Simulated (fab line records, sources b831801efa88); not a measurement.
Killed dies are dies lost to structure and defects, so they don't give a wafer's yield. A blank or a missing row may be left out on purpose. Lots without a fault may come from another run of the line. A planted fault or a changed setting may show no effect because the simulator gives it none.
Which tool did it? | flow sky130 | 14 lots, 42 wafers sampled, at 1 step of a route of 708

WHAT THE GAUGES READ, wafer by wafer
SKY_VIA3_THK_MEAS_01.
lot  | measured     | on            | VIA3_HDPCVD_THK (nm)
L428 | day 39 22:01 | film_metro-03 | 1610 1616 1627
L429 | day 40 03:40 | film_metro-01 | 1630 1627 1631
L431 | day 40 12:01 | film_metro-01 | 1631 1625 1647
L433 | day 41 06:53 | film_metro-03 | 1613 1628 1602
L437 | day 42 03:46 | film_metro-03 | 1629 1609 1623
L438 | day 42 08:35 | film_metro-01 | 1629 1638 1631
L439 | day 42 11:12 | film_metro-04 | 1617 1619 1609
L442 | day 43 04:11 | film_metro-03 | 1584 1606 1609
L443 | day 43 09:27 | film_metro-01 | 1608 1591 1600
L444 | day 43 14:17 | film_metro-01 | 1615 1585 1621
L445 | day 43 23:53 | film_metro-01 | 1626 1603 1640
L446 | day 44 08:50 | film_metro-04 | 1612 1617 1589
L448 | day 45 00:36 | film_metro-04 | 1642 1649 1633
L449 | day 45 08:52 | film_metro-01 | 1640 1630 1642

WHICH TOOL RAN EACH LOT (tool, then ch and the chambers of the sampled wafers, then the start)
The record holds no process step before these readings.

WHAT THE TOOLS THEMSELVES READ (means of the sampled wafers that have a number; where no wafer has one, the mark that the record gives instead)
The record holds no such reading with a usual standard deviation.

THE ANSWER, worked out from the rows above alone
Rule: what is usual is taken from the lots themselves. Put in order of their means at a reading, lots are off if they are a third of the lots or fewer, leave a main group of 4 or more, and stand apart from it by a gap of 3 or more times the standard deviation of the main group's means; of several such gaps the widest counts. A main group whose means are all the same, to the digits that the tables above print for the reading, isn't used. A lot without any number at a reading at which 4 lots or more have one is off too. The other lots that the step has rows for count as sound. The gauges are gone through in route order, then the tools' own readings, and for those a lot's mean is taken as printed above. The first step at which some lot is off is used, and at that step the reading that is off furthest; a lot without a number counts as furthest.
No lot is off at any reading shown: from this, nothing can be told.

WHAT THE SIMULATOR HAD PUT IN
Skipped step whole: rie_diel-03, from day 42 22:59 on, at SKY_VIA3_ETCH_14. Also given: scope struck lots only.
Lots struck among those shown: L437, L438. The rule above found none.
